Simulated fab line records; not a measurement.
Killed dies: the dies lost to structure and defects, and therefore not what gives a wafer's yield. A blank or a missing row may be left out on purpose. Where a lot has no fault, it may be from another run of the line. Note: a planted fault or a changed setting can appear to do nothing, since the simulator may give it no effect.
Which of the tools did it? -- flow gf180mcu -- 24 lots, 72 wafers sampled, at 6 steps of a route of 602

WHAT THE GAUGES READ, wafer by wafer
GF_V2_BOW_MEAS_05. Usual: V2_BOW gives 100 um (standard deviation 7.4).
lot,measured,on,V2_BOW (um),flag
L074,day 19 07:16,filmMetro-03,93 111 106,
L075,day 20 01:02,filmMetro-04,104 97 102,
L077,day 20 10:53,filmMetro-04,106 97 98,
L076,day 20 13:06,filmMetro-03,98 86 94,
L078,day 20 18:30,filmMetro-03,102 106 102,
L079,day 21 09:39,filmMetro-02,97 101 94,
L080,day 21 12:28,filmMetro-02,101 100 104,
L081,day 22 03:37,filmMetro-02,99 104 98,
L082,day 22 10:58,filmMetro-04,101 98 104,
L083,day 22 19:41,filmMetro-04,96 99 94,
L084,day 23 08:28,filmMetro-03,115 113 108,
L085,day 23 13:29,filmMetro-04,96 92 103,
L086,day 23 17:40,filmMetro-02,91 109 109,
L087,day 24 07:00,filmMetro-03,89 95 107,
L088,day 24 15:53,filmMetro-02,90 97 101,
L089,day 24 16:30,filmMetro-03,106 93 115,
L090,day 24 21:58,filmMetro-02,107 104 94,
L091,day 25 15:46,filmMetro-03,102 99 99,
L092,day 25 17:47,filmMetro-02,104 108 101,
L093,day 25 20:31,filmMetro-04,110 96 97,
L094,day 26 03:23,filmMetro-03,99 106 90,
L095,day 27 06:44,filmMetro-04,101 102 92,
L096,day 27 08:17,filmMetro-04,104 86 88,
L097,day 27 10:55,filmMetro-02,107 101 102,

GF_V4_CD_MEAS_14: target cd 260 nm. Usual: cdNm 259.9 nm, standard deviation 1.2.
lot,measured,on,cdNm (nm),flag
L074,day 24 11:20,cdSem-02,258.3 258.2 259.2,
L075,day 25 01:32,cdSem-02,258.5 258.6 258.4,
L077,day 25 12:21,cdSem-01,259.4 259.6 260.2,
L076,day 25 14:59,cdSem-01,259.3 259.6 259.4,
L078,day 25 19:55,cdSem-01,257.5 257.7 258.0,
L079,day 26 09:45,cdSem-02,260.2 261.0 259.8,
L080,day 26 11:44,cdSem-01,258.9 257.8 257.7,
L081,day 26 23:16,cdSem-01,261.0 259.5 260.9,
L082,day 27 07:56,cdSem-02,260.5 260.8 261.4,
L083,day 27 14:41,cdSem-01,259.9 260.7 259.3,
L084,day 28 01:53,cdSem-02,259.8 259.2 260.5,
L085,day 28 06:29,cdSem-01,260.7 261.7 262.7,
L086,day 28 09:57,cdSem-01,261.7 261.2 260.3,
L087,day 28 21:11,cdSem-02,259.1 258.7 259.1,
L088,day 29 06:10,cdSem-02,261.8 261.4 262.4,
L089,day 29 07:05,cdSem-02,258.9 259.5 259.6,
L090,day 29 11:34,cdSem-01,261.0 259.8 260.6,
L091,day 30 03:31,cdSem-02,259.3 258.4 259.0,
L092,day 30 04:07,cdSem-01,260.3 261.5 260.4,
L093,day 30 06:52,cdSem-02,260.0 260.1 259.8,
L094,day 30 12:38,cdSem-02,260.2 260.8 260.0,
L095,day 31 12:24,cdSem-01,259.9 258.1 261.1,
L096,day 31 13:21,cdSem-01,260.9 261.4 260.4,
L097,day 31 15:54,cdSem-02,261.0 260.2 260.5,

GF_M5_CD_MEAS_07: target cd 280 nm. Usual: cdNm 280.0 nm, standard deviation 0.95.
lot,measured,on,cdNm (nm),flag
L074,day 26 08:59,cdSem-02,280.5 280.1 280.0,
L075,day 26 22:23,cdSem-01,280.6 279.9 280.0,
L077,day 27 09:00,cdSem-01,279.1 279.4 280.0,
L076,day 27 10:41,cdSem-02,279.3 278.9 280.2,
L078,day 27 16:53,cdSem-02,280.4 280.2 280.5,
L079,day 28 04:20,cdSem-02,280.5 281.2 279.8,
L080,day 28 06:51,cdSem-02,280.3 281.3 280.1,
L081,day 28 18:05,cdSem-01,280.5 280.4 280.4,
L082,day 29 01:24,cdSem-02,281.7 281.1 281.3,
L083,day 29 08:21,cdSem-02,277.7 278.1 278.7,
L084,day 29 17:59,cdSem-02,279.2 280.6 279.5,
L085,day 29 22:29,cdSem-01,280.7 279.9 281.5,
L086,day 30 02:40,cdSem-01,281.2 281.6 280.9,
L087,day 30 12:59,cdSem-01,280.0 280.2 279.1,
L088,day 30 21:40,cdSem-01,280.0 281.0 278.5,
L089,day 30 22:34,cdSem-02,279.0 278.6 277.6,
L090,day 31 03:20,cdSem-02,280.6 280.4 279.2,
L091,day 31 17:22,cdSem-01,281.2 280.9 280.6,
L092,day 31 17:52,cdSem-01,279.5 279.9 279.6,
L093,day 31 21:07,cdSem-02,279.6 279.9 279.6,
L094,day 32 01:28,cdSem-02,281.8 281.3 279.5,
L095,day 32 23:12,cdSem-01,280.2 280.2 280.3,
L096,day 33 00:22,cdSem-02,280.6 279.9 279.3,
L097,day 33 02:01,cdSem-01,279.7 280.1 279.6,

EACH LOT AND THE TOOL THAT RAN IT (in order: tool; ch and the chambers of the sampled wafers; start)
lot,GF_M3_SPUTTER_04,GF_V3_CMP_26,GF_M4_SPUTTER_01
L074,"pvdSputter-04, day 20 09:18","cmp-01 ch 0,1,2, day 22 12:11","pvdSputter-01, day 22 12:29"
L075,"pvdSputter-04, day 21 02:14","cmp-01 ch 0,2,3, day 23 03:32","pvdSputter-02, day 23 03:56"
L077,"pvdSputter-02, day 21 12:34","cmp-02 ch 0,2, day 23 13:58","pvdSputter-02, day 23 14:22"
L076,"pvdSputter-04, day 21 14:55","cmp-02 ch 1,2,3, day 23 16:36","pvdSputter-02, day 23 17:00"
L078,"pvdSputter-04, day 21 20:20","cmp-01 ch 0,1, day 23 21:37","pvdSputter-01, day 23 22:01"
L079,"pvdSputter-02, day 22 11:24","cmp-01 ch 0,3, day 24 11:55","pvdSputter-01, day 24 12:19"
L080,"pvdSputter-02, day 22 14:02","cmp-02 ch 2,3, day 24 15:11","pvdSputter-01, day 24 15:32"
L081,"pvdSputter-01, day 23 04:58","cmp-01 ch 0,2,3, day 25 03:59","pvdSputter-01, day 25 04:23"
L082,"pvdSputter-02, day 23 11:41","cmp-02 ch 0,2,3, day 25 11:28","pvdSputter-02, day 25 11:52"
L083,"pvdSputter-02, day 23 20:09","cmp-01 ch 2,3, day 25 18:55","pvdSputter-02, day 25 19:19"
L084,"pvdSputter-04, day 24 09:13","cmp-01 ch 0,1,3, day 26 06:55","pvdSputter-02, day 26 07:13"
L085,"pvdSputter-01, day 24 13:41","cmp-01 ch 1,2, day 26 11:50","pvdSputter-02, day 26 12:11"
L086,"pvdSputter-01, day 24 18:15","cmp-02 ch 0,1,2, day 26 15:29","pvdSputter-01, day 26 15:47"
L087,"pvdSputter-04, day 25 06:05","cmp-02 ch 1,2,3, day 27 02:51","pvdSputter-01, day 27 03:12"
L088,"pvdSputter-02, day 25 15:36","cmp-02 ch 0,3, day 27 12:04","pvdSputter-01, day 27 12:29"
L089,"pvdSputter-04, day 25 16:19","cmp-01 ch 0,3, day 27 12:14","pvdSputter-02, day 27 12:38"
L090,"pvdSputter-02, day 25 21:14","cmp-01 ch 1,2, day 27 18:14","pvdSputter-02, day 27 18:35"
L091,"pvdSputter-04, day 26 14:34","cmp-02 ch 2,3, day 28 11:05","pvdSputter-02, day 28 11:26"
L092,"pvdSputter-02, day 26 16:54","cmp-01 ch 1,2,3, day 28 12:17","pvdSputter-02, day 28 12:41"
L093,"pvdSputter-04, day 26 19:09","cmp-01 ch 0,1,3, day 28 14:32","pvdSputter-01, day 28 14:56"
L094,"pvdSputter-02, day 27 01:52","cmp-01 ch 0,1,3, day 28 20:34","pvdSputter-02, day 28 20:58"
L095,"pvdSputter-02, day 28 05:16","cmp-02 ch 0,1,3, day 29 22:13","pvdSputter-02, day 29 22:31"
L096,"pvdSputter-01, day 28 05:55","cmp-01 ch 1,2,3, day 29 22:31","pvdSputter-01, day 29 22:55"
L097,"pvdSputter-02, day 28 09:12","cmp-02 ch 0,1,3, day 30 01:56","pvdSputter-01, day 30 02:20"
- GF_M3_SPUTTER_04: material TiN, target thk 50 nm, time 41.7 s.
- GF_V3_CMP_26: polishes, stops on SiO2, t overpolish 15 s, target thk 0 nm.
- GF_M4_SPUTTER_01: material TiN, target thk 30 nm, time 25 s.

AS READ BY THE TOOLS THEMSELVES (means over the sampled wafers that have a number; for cases with no such wafer, the mark the record gives instead)
GF_M3_SPUTTER_04. Usual: throttleValvePct 30.4 %, standard deviation 1.2.
lot,tool,throttleValvePct (%),flag
L074,pvdSputter-04,30.7,
L075,pvdSputter-04,31.0,
L077,pvdSputter-02,29.7,
L076,pvdSputter-04,30.5,
L078,pvdSputter-04,30.5,
L079,pvdSputter-02,30.9,
L080,pvdSputter-02,28.7,
L081,pvdSputter-01,29.7,
L082,pvdSputter-02,29.7,
L083,pvdSputter-02,30.8,
L084,pvdSputter-04,31.8,
L085,pvdSputter-01,30.0,
L086,pvdSputter-01,30.1,
L087,pvdSputter-04,31.5,
L088,pvdSputter-02,28.8,
L089,pvdSputter-04,30.9,
L090,pvdSputter-02,28.7,
L091,pvdSputter-04,31.8,
L092,pvdSputter-02,29.8,
L093,pvdSputter-04,30.7,
L094,pvdSputter-02,29.8,
L095,pvdSputter-02,30.0,
L096,pvdSputter-01,30.3,
L097,pvdSputter-02,30.8,

GF_V3_CMP_26. Usual: motorCurrentA 11.0 A, standard deviation 1.4; overpolishRunS 14.999 s, standard deviation 0.0091; timeToEndpointS 85 s, standard deviation 3.7.
lot,tool,motorCurrentA (A),overpolishRunS (s),timeToEndpointS (s),flag
L074,cmp-01,9.6,14.985,86,
L075,cmp-01,10.9,15.000,90,
L077,cmp-02,10.8,14.996,88,
L076,cmp-02,11.4,14.999,85,
L078,cmp-01,9.1,14.997,87,
L079,cmp-01,11.4,14.996,83,
L080,cmp-02,11.1,15.006,86,
L081,cmp-01,10.9,15.009,85,
L082,cmp-02,11.4,15.003,88,
L083,cmp-01,11.5,15.001,81,
L084,cmp-01,10.6,14.995,88,
L085,cmp-01,9.4,14.995,87,
L086,cmp-02,12.0,15.001,87,
L087,cmp-02,11.7,15.008,88,
L088,cmp-02,11.8,14.999,84,
L089,cmp-01,10.4,14.992,81,
L090,cmp-01,9.8,15.004,82,
L091,cmp-02,10.9,14.998,82,
L092,cmp-01,10.7,15.001,82,
L093,cmp-01,10.3,14.992,83,
L094,cmp-01,10.3,14.998,89,
L095,cmp-02,11.6,14.993,86,
L096,cmp-01,10.7,15.004,83,
L097,cmp-02,12.2,14.997,88,

GF_M4_SPUTTER_01. Usual: throttleValvePct 30.1 %, standard deviation 1.1.
lot,tool,throttleValvePct (%),flag
L074,pvdSputter-01,30.0,
L075,pvdSputter-02,29.7,
L077,pvdSputter-02,29.7,
L076,pvdSputter-02,31.0,
L078,pvdSputter-01,29.8,
L079,pvdSputter-01,30.3,
L080,pvdSputter-01,30.3,
L081,pvdSputter-01,29.6,
L082,pvdSputter-02,29.8,
L083,pvdSputter-02,30.8,
L084,pvdSputter-02,29.7,
L085,pvdSputter-02,30.0,
L086,pvdSputter-01,30.4,
L087,pvdSputter-01,30.1,
L088,pvdSputter-01,30.1,
L089,pvdSputter-02,31.0,
L090,pvdSputter-02,29.7,
L091,pvdSputter-02,29.7,
L092,pvdSputter-02,29.7,
L093,pvdSputter-01,30.7,
L094,pvdSputter-02,29.9,
L095,pvdSputter-02,31.0,
L096,pvdSputter-01,29.9,
L097,pvdSputter-01,30.3,

THE ANSWER, worked out from the rows above alone
Rule: take the mean of a lot's wafers that have a number; if it is more than 3 standard deviations from the usual mean, the lot is off. A lot without any number at a reading at which 4 lots or more have one is off too. Where the step has rows for the other lots, those lots are counted as sound. Order of review: gauges by route order, followed by the tools' own readings, for which a lot's mean as printed above is used. The first step at which some lot is off is used, and at that step the reading that is off furthest; a lot without a number counts as furthest.
No lot is off on any of the readings shown, so nothing can be concluded from this.

WHAT THE SIMULATOR HAD PUT IN
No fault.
